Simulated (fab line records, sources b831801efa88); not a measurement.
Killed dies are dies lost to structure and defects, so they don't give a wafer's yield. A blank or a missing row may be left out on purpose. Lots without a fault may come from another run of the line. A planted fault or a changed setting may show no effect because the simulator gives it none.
Which tool did it? | flow gf180mcu | 13 lots, 39 wafers sampled, at 1 step of a route of 602

WHAT THE GAUGES READ, wafer by wafer
GF_STI_THK_MEAS_22. Usual: STI_OXIDATION_01_THK 15.03 nm, standard deviation 0.25.
lot  | measured    | on            | STI_OXIDATION_01_THK (nm) | flag
L988 | day 2 13:03 | film_metro-01 | 15.12 15.05 15.14         |
L989 | day 2 19:58 | film_metro-01 | 15.03 14.86 14.82         |
L990 | day 3 00:19 | film_metro-01 | 14.93 15.01 14.97         |
L991 | day 3 04:49 | film_metro-02 | 15.34 15.06 15.20         |
L992 | day 3 11:16 | film_metro-01 | 14.77 14.59 14.97         |
L996 | day 4 08:42 | film_metro-04 | 15.25 14.99 15.19         |
L997 | day 4 12:54 | film_metro-01 | 15.16 15.14 15.05         |
L998 | day 4 16:53 | film_metro-01 | 14.83 15.24 14.98         |
L999 | day 5 00:58 | film_metro-01 | 15.39 15.44 15.26         |
L106 | day 6 10:53 | film_metro-01 | 15.00 15.17 14.87         |
L107 | day 6 17:43 | film_metro-04 | 14.42 14.95 14.83         |
L108 | day 6 23:31 | film_metro-04 | 14.33 14.39 14.35         |
L109 | day 7 02:40 | film_metro-04 | 14.83 14.72 14.65         |

WHICH TOOL RAN EACH LOT (tool, then ch and the chambers of the sampled wafers, then the start)
The record holds no process step before these readings.

WHAT THE TOOLS THEMSELVES READ (means of the sampled wafers that have a number; where no wafer has one, the mark that the record gives instead)
The record holds no such reading with a usual standard deviation.

THE ANSWER, worked out from the rows above alone
Rule: a lot is off if the mean of its wafers that have a number lies more than 3 standard deviations from the usual mean. A lot without any number at a reading at which 4 lots or more have one is off too. The other lots that the step has rows for count as sound. The gauges are gone through in route order, then the tools' own readings, and for those a lot's mean is taken as printed above. The first step at which some lot is off is used, and at that step the reading that is off furthest; a lot without a number counts as furthest.
No lot is off at any reading shown: from this, nothing can be told.

WHAT THE SIMULATOR HAD PUT IN
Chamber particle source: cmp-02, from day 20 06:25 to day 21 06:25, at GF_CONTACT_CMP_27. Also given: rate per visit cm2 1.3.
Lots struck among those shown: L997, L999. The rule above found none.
